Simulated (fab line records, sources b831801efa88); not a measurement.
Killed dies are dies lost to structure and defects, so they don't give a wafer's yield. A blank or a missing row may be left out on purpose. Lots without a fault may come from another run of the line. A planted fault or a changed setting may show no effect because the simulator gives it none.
A struck lot beside a sound one | flow sky130 | 14 steps out of a route of 708
Sound: wafers L348.1, L348.4, L348.5. Struck: wafers L360.1, L360.3, L360.6. The cause comes at the end.
At each step with rows: each side's tool, then ch and its chambers, then its first start. Under that, the readings that differ: sound wafers | struck wafers | difference of the means | sigmas: that difference in standard deviations of wafers without a fault.
alike: readings whose means differ by less than 2 such deviations, and words and numbers that are the same on both sides. not compared: withheld readings, readings that some wafer has no value for, bounds like >300 that may hide the same value, and numbers for which the record gives no deviation and whose values overlap.
The two part at a step that has a row with sigmas, a row that says differs or no value, or rows on one side only. Numbers that don't overlap but have no deviation are shown without sigmas and don't part them. A reading that every wafer of one side lacks parts them only if that side has two wafers or more.

first, 6 steps without rows for these wafers: SKY_LDD_N_HMDS_01 (prime time 60 s); SKY_LDD_N_COAT_02 (resist thk 300 nm); SKY_LDD_N_SOFTBAKE_03 (time 60 s); SKY_LDD_N_EXPOSE_04 (exposes mask NTM, target cd 840 nm); SKY_LDD_N_PEB_05; SKY_LDD_N_DEVELOP_06 (develop time 60 s).
SKY_LDD_N_OVL_MEAS_07:
  sound on overlay-02, day 18 06:56; struck on overlay-01, day 22 17:26
  alike: LDD_N_OVL
then, 5 steps without rows for these wafers: SKY_LDD_N_IMPLANT_08; SKY_LDD_N_IMPLANT_09; SKY_LDD_N_IMPLANT_10; SKY_LDD_N_IMPLANT_11; SKY_LDD_N_IMPLANT_12.
SKY_LDD_N_IMPLANT_13:
  sound on implanter-01 ch 0, day 18 07:43; struck on implanter-01, day 22 18:13
  no value came back on the struck wafers for beam_energy_keV, beam_on_s (s), implant_ion_amu; on the sound wafers beam_energy_keV reads 49.953 49.999 49.984
then, 1 step without rows for these wafers: SKY_LDD_N_IMPLANT_14.

WHERE THEY PART
Only at SKY_LDD_N_IMPLANT_13, within this record.

WHY: what the simulator had put in
Skipped step whole: implanter-01, from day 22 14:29 on, at SKY_LDD_N_IMPLANT_13. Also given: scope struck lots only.
